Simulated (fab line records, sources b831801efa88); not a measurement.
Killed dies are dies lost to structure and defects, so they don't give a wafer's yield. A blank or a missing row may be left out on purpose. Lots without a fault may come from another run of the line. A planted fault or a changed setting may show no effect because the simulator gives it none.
A struck lot beside a sound one | flow sky130 | 16 steps out of a route of 708
Sound: wafers L863.1, L863.4, L863.5. Struck: wafer L858.6. (L858.2 of the same lot was not struck and is left out.) The cause comes at the end.
At each step with rows: each side's tool, then ch and its chambers, then its first start. Under that, the readings that differ: sound wafers | struck wafers | difference of the means | sigmas: that difference in standard deviations of wafers without a fault.
alike: readings whose means differ by less than 2 such deviations, and words and numbers that are the same on both sides. not compared: withheld readings, readings that some wafer has no value for, bounds like >300 that may hide the same value, and numbers for which the record gives no deviation and whose values overlap.
The two part at a step that has a row with sigmas, a row that says differs or no value, or rows on one side only. Numbers that don't overlap but have no deviation are shown without sigmas and don't part them. A reading that every wafer of one side lacks parts them only if that side has two wafers or more.

first, 2 steps without rows for these wafers: SKY_VT_ADJUST_PCH_PEB_05; SKY_VT_ADJUST_PCH_DEVELOP_06 (develop time 60 s).
SKY_VT_ADJUST_PCH_OVL_MEAS_07:
  sound on overlay-01, day 16 18:01; struck on overlay-02, day 15 06:54
  alike: VT_ADJUST_PCH_OVL
then, 1 step without rows for these wafers: SKY_VT_ADJUST_PCH_IMPLANT_08.
SKY_VT_ADJUST_PCH_STRIP_09: strips in O2/N2.
  sound on plasma_asher-04 ch 0,1, day 16 18:11; struck on plasma_asher-01 ch 1, day 15 07:05
  alike: chamber_pressure_mTorr, drypump_motor_current_A, n2_flow_sccm, oes_product_au, strip_time_to_endpoint_s
  not compared: rf_hours_counter_h
SKY_VT_ADJUST_PCH_TW_MEAS_10:
  sound on film_metro-01, day 16 18:17; struck on film_metro-03, day 15 07:11
  alike: VT_ADJUST_PCH_TW
then, 6 steps without rows for these wafers: SKY_SONOS_TUNNEL_DEHYDRATE_00 (time 60 s); SKY_SONOS_TUNNEL_HMDS_01 (prime time 60 s); SKY_SONOS_TUNNEL_COAT_02 (resist thk 1140 nm); SKY_SONOS_TUNNEL_SOFTBAKE_03 (time 60 s); SKY_SONOS_TUNNEL_EXPOSE_04 (exposes mask TUNM, target cd 410 nm); SKY_SONOS_TUNNEL_PEB_05.
SKY_SONOS_TUNNEL_DEVELOP_06: develop time 60 s.
  sound on litho_track-02 ch 0, day 17 23:28; struck on litho_track-03 ch 0, day 16 11:31
SKY_SONOS_TUNNEL_CD_MEAS_07: target cd 410 nm.
  sound on cd_sem-01, day 17 23:37; struck on cd_sem-02, day 16 11:40
  reading    | sound             | struck | difference | sigmas
  cd_nm (nm) | 411.0 409.7 410.3 | 430.4  | +20.1      | +9
SKY_SONOS_TUNNEL_OVL_MEAS_08:
  sound on overlay-02, day 17 23:44; struck on overlay-01, day 16 11:46
  alike: SONOS_TUNNEL_OVL
-- the record jumps here: 34 days lie between the struck wafers' starts before and after (it left off in module SONOS_TUNNEL and takes up again in module PAD_OPEN, whose first step shown is number 708 of the route) --
SKY_PAD_OPEN_PROBE_99:
  sound on prober-02, day 51 04:53; struck on prober-02, day 50 03:56
  reading             | sound    | struck | difference | sigmas
  killed_at_M0_to_M3  | 55 52 53 | 39     | -14        | -2
  killed_at_front_end | 9 11 9   | 19     | +9         | +2
  alike: killed_at_M4_up, killed_at_contacts, killed_at_other, killed_dies, killed_open, killed_short

WHERE THEY PART
First at SKY_SONOS_TUNNEL_CD_MEAS_07; last, within this record, at SKY_PAD_OPEN_PROBE_99.

WHY: what the simulator had put in
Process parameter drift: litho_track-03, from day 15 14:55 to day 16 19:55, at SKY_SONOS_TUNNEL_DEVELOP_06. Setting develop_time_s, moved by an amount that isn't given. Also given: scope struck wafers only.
